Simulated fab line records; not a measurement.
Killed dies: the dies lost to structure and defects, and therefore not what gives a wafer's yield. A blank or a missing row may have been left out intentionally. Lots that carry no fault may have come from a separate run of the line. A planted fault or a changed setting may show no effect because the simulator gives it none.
The tool behind it: which one? :: flow sky130 :: 39 wafers from 13 lots sampled at 5 of the route's 708 steps

WHAT THE GAUGES SHOWED, per wafer
SKY_FIELD_ISO_THK_MEAS_02.
lot: L310
measured: day 1 12:19
on: film metro-03
FIELD_ISO_OXIDATION_00_THK (nm): 12.24 12.04 12.16

lot: L311
measured: day 1 16:39
on: film metro-01
FIELD_ISO_OXIDATION_00_THK (nm): 11.64 11.91 11.85

lot: L313
measured: day 2 02:38
on: film metro-03
FIELD_ISO_OXIDATION_00_THK (nm): 11.90 12.03 12.05

lot: L314
measured: day 2 07:56
on: film metro-01
FIELD_ISO_OXIDATION_00_THK (nm): 11.67 11.72 11.81

lot: L315
measured: day 2 13:15
on: film metro-04
FIELD_ISO_OXIDATION_00_THK (nm): 12.12 12.39 12.53

lot: L317
measured: day 2 23:50
on: film metro-01
FIELD_ISO_OXIDATION_00_THK (nm): 11.60 11.83 11.63

lot: L320
measured: day 3 16:49
on: film metro-01
FIELD_ISO_OXIDATION_00_THK (nm): 11.49 11.86 11.65

lot: L321
measured: day 3 20:41
on: film metro-03
FIELD_ISO_OXIDATION_00_THK (nm): 12.11 12.01 11.98

lot: L322
measured: day 3 23:53
on: film metro-03
FIELD_ISO_OXIDATION_00_THK (nm): 12.13 12.13 11.96

lot: L324
measured: day 4 11:13
on: film metro-04
FIELD_ISO_OXIDATION_00_THK (nm): 11.57 11.64 11.67

lot: L328
measured: day 5 06:51
on: film metro-01
FIELD_ISO_OXIDATION_00_THK (nm): 12.00 12.10 12.02

lot: L329
measured: day 5 11:00
on: film metro-04
FIELD_ISO_OXIDATION_00_THK (nm): 11.87 12.23 11.99

lot: L331
measured: day 5 21:08
on: film metro-04
FIELD_ISO_OXIDATION_00_THK (nm): 12.03 12.14 11.97

SKY_PWDE_TW_MEAS_10.
lot: L310
measured: day 3 19:30
on: film metro-04
PWDE_TW: 370.7 370.4 370.5

lot: L311
measured: day 4 01:16
on: film metro-04
PWDE_TW: 370.6 369.7 368.0

lot: L313
measured: day 4 10:38
on: film metro-03
PWDE_TW: 372.8 374.1 373.2

lot: L314
measured: day 4 17:03
on: film metro-03
PWDE_TW: 373.6 371.8 372.5

lot: L315
measured: day 5 03:34
on: film metro-03
PWDE_TW: 372.9 371.9 374.3

lot: L317
measured: day 5 14:25
on: film metro-03
PWDE_TW: 375.6 372.5 372.5

lot: L320
measured: day 6 12:21
on: film metro-03
PWDE_TW: 377.3 373.7 375.2

lot: L321
measured: day 6 14:22
on: film metro-02
PWDE_TW: 369.5 369.7 369.0

lot: L322
measured: day 6 17:25
on: film metro-04
PWDE_TW: 370.8 370.3 372.1

lot: L324
measured: day 7 06:14
on: film metro-02
PWDE_TW: 373.5 371.1 372.5

lot: L328
measured: day 8 03:22
on: film metro-03
PWDE_TW: 371.3 375.6 373.9

lot: L329
measured: day 8 11:52
on: film metro-04
PWDE_TW: 370.5 370.5 368.8

lot: L331
measured: day 8 18:58
on: film metro-02
PWDE_TW: 374.4 374.5 374.8

SKY_VT_ADJUST_LVTN_TW_MEAS_21.
lot: L310
measured: day 7 16:10
on: film metro-04
VT_ADJUST_LVTN_2_TW: 185.3 184.3 184.9

lot: L311
measured: day 7 19:16
on: film metro-01
VT_ADJUST_LVTN_2_TW: 187.3 188.3 189.4

lot: L313
measured: day 8 08:37
on: film metro-04
VT_ADJUST_LVTN_2_TW: 186.4 186.1 186.5

lot: L314
measured: day 8 15:42
on: film metro-01
VT_ADJUST_LVTN_2_TW: 188.1 187.9 188.8

lot: L315
measured: day 9 06:31
on: film metro-01
VT_ADJUST_LVTN_2_TW: 187.9 189.5 188.9

lot: L317
measured: day 9 18:57
on: film metro-01
VT_ADJUST_LVTN_2_TW: 187.1 187.8 188.9

lot: L320
measured: day 10 22:27
on: film metro-01
VT_ADJUST_LVTN_2_TW: 188.8 188.4 189.8

lot: L321
measured: day 10 23:53
on: film metro-01
VT_ADJUST_LVTN_2_TW: 189.6 189.8 190.2

lot: L322
measured: day 11 06:14
on: film metro-02
VT_ADJUST_LVTN_2_TW: 186.4 186.1 186.4

lot: L324
measured: day 11 18:47
on: film metro-01
VT_ADJUST_LVTN_2_TW: 190.2 189.2 190.7

lot: L328
measured: day 12 21:52
on: film metro-02
VT_ADJUST_LVTN_2_TW: 172.9 172.5 173.1

lot: L329
measured: day 13 08:37
on: film metro-02
VT_ADJUST_LVTN_2_TW: 172.7 171.9 173.0

lot: L331
measured: day 13 16:03
on: film metro-04
VT_ADJUST_LVTN_2_TW: 170.2 172.1 171.5

SKY_POLY_GATE_CD_MEAS_13: the cd target is 150 nm.
lot: L310
measured: day 16 05:55
on: cd sem-01
cd nm (nm): 150.2 151.0 151.9

lot: L311
measured: day 16 11:36
on: cd sem-01
cd nm (nm): 148.0 148.3 147.6

lot: L313
measured: day 17 09:14
on: cd sem-01
cd nm (nm): 151.7 149.4 151.5

lot: L314
measured: day 17 11:31
on: cd sem-01
cd nm (nm): 152.4 151.0 151.5

lot: L315
measured: day 18 13:35
on: cd sem-01
cd nm (nm): 149.7 149.1 148.2

lot: L317
measured: day 19 05:29
on: cd sem-02
cd nm (nm): 151.4 152.5 151.6

lot: L320
measured: day 20 11:37
on: cd sem-01
cd nm (nm): 149.5 149.5 150.2

lot: L321
measured: day 20 18:09
on: cd sem-01
cd nm (nm): 148.8 150.1 150.4

lot: L322
measured: day 21 01:40
on: cd sem-01
cd nm (nm): 147.3 148.8 150.0

lot: L324
measured: day 21 17:52
on: cd sem-01
cd nm (nm): 149.2 149.2 148.0

lot: L328
measured: day 22 23:30
on: cd sem-01
cd nm (nm): 150.4 149.9 150.1

lot: L329
measured: day 23 13:40
on: cd sem-02
cd nm (nm): 149.8 148.9 150.6

lot: L331
measured: day 24 01:57
on: cd sem-02
cd nm (nm): 148.5 150.0 148.8

EACH LOT AND THE TOOL THAT RAN IT (in order: tool; ch and the chambers of the sampled wafers; start)
lot: L310
SKY_VT_ADJUST_LVTN_IMPLANT_19: implanter-03 ch 0, day 7 15:55

lot: L311
SKY_VT_ADJUST_LVTN_IMPLANT_19: implanter-03 ch 0, day 7 19:02

lot: L313
SKY_VT_ADJUST_LVTN_IMPLANT_19: implanter-01 ch 0, day 8 08:22

lot: L314
SKY_VT_ADJUST_LVTN_IMPLANT_19: implanter-02 ch 0, day 8 15:28

lot: L315
SKY_VT_ADJUST_LVTN_IMPLANT_19: implanter-01 ch 0, day 9 06:16

lot: L317
SKY_VT_ADJUST_LVTN_IMPLANT_19: implanter-02 ch 0, day 9 18:42

lot: L320
SKY_VT_ADJUST_LVTN_IMPLANT_19: implanter-03 ch 0, day 10 22:12

lot: L321
SKY_VT_ADJUST_LVTN_IMPLANT_19: implanter-02 ch 0, day 10 23:40

lot: L322
SKY_VT_ADJUST_LVTN_IMPLANT_19: implanter-03 ch 0, day 11 05:59

lot: L324
SKY_VT_ADJUST_LVTN_IMPLANT_19: implanter-02 ch 0, day 11 18:32

lot: L328
SKY_VT_ADJUST_LVTN_IMPLANT_19: implanter-03 ch 0, day 12 21:38

lot: L329
SKY_VT_ADJUST_LVTN_IMPLANT_19: implanter-03 ch 0, day 13 08:22

lot: L331
SKY_VT_ADJUST_LVTN_IMPLANT_19: implanter-03 ch 0, day 13 15:48
- SKY_VT_ADJUST_LVTN_IMPLANT_19

WHAT THE TOOLS THEMSELVES READ (means of the sampled wafers that have a number; where no wafer has one, the mark that the record gives instead)
SKY_VT_ADJUST_LVTN_IMPLANT_19.
lot: L310
tool: implanter-03
dose ions cm2: 6.498e+11
faraday current uA: 3.71

lot: L311
tool: implanter-03
dose ions cm2: 6.499e+11
faraday current uA: 3.63

lot: L313
tool: implanter-01
dose ions cm2: 6.499e+11
faraday current uA: 3.63

lot: L314
tool: implanter-02
dose ions cm2: 6.508e+11
faraday current uA: 3.67

lot: L315
tool: implanter-01
dose ions cm2: 6.499e+11
faraday current uA: 3.68

lot: L317
tool: implanter-02
dose ions cm2: 6.500e+11
faraday current uA: 3.68

lot: L320
tool: implanter-03
dose ions cm2: 6.495e+11
faraday current uA: 3.65

lot: L321
tool: implanter-02
dose ions cm2: 6.500e+11
faraday current uA: 3.68

lot: L322
tool: implanter-03
dose ions cm2: 6.502e+11
faraday current uA: 3.73

lot: L324
tool: implanter-02
dose ions cm2: 6.503e+11
faraday current uA: 3.71

lot: L328
tool: implanter-03
dose ions cm2: 4.815e+11
faraday current uA: 2.71

lot: L329
tool: implanter-03
dose ions cm2: 4.819e+11
faraday current uA: 2.75

lot: L331
tool: implanter-03
dose ions cm2: 4.812e+11
faraday current uA: 2.73

THE ANSWER, worked out from the rows above alone
Rule: the lots themselves supply what counts as usual. Put in order of their means at a reading, lots are off if they are a third of the lots or fewer, leave a main group of 4 or more, and stand apart from it by a gap of 3 or more times the standard deviation of the main group's means; of several such gaps the widest counts. A main group whose means are all the same, to the digits that the tables above print for the reading, isn't used. A lot without any number at a reading at which 4 lots or more have one is off too. Any other lot the step has rows for is counted as sound. First the gauges in route order, then the tools' own readings, where a lot's mean is used as printed above. The first step at which some lot is off is used, and at that step the reading that is off furthest; a lot without a number counts as furthest.
Off: at SKY_VT_ADJUST_LVTN_TW_MEAS_21 (VT_ADJUST_LVTN_2_TW), L328, L329, L331. Mean 188.0 and standard deviation 1.6 in the main group.
A tool fits if, at a process step before that reading, it ran every lot that is off, and no sound lot after the first of them. The gauges at SKY_VT_ADJUST_LVTN_TW_MEAS_21 aren't tried: what is off there is off at SKY_VT_ADJUST_LVTN_IMPLANT_19 too, on other tools, and a gauge's error can't cause that. One fits: SKY_VT_ADJUST_LVTN_IMPLANT_19 on implanter-03. A fault onset in the window from L322 (day 11 05:59, its last sound lot) to L328 (day 12 21:38, its first lot off) fits.
The tool's own readings at SKY_VT_ADJUST_LVTN_IMPLANT_19 bear it out: on the lots that are off they differ by more than 5 times the standard deviation of the sound lots' means. dose ions cm2 reads 4.815e+11 there against 6.500e+11 on the sound lots; faraday current uA reads 2.73 there against 3.68 on the sound lots.

WHAT THE SIMULATOR HAD PUT IN
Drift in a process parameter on implanter-03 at SKY_VT_ADJUST_LVTN_IMPLANT_19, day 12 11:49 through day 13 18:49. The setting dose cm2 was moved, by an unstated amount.
Shown lots that were struck: L328, L329, L331. The rule above found the same.
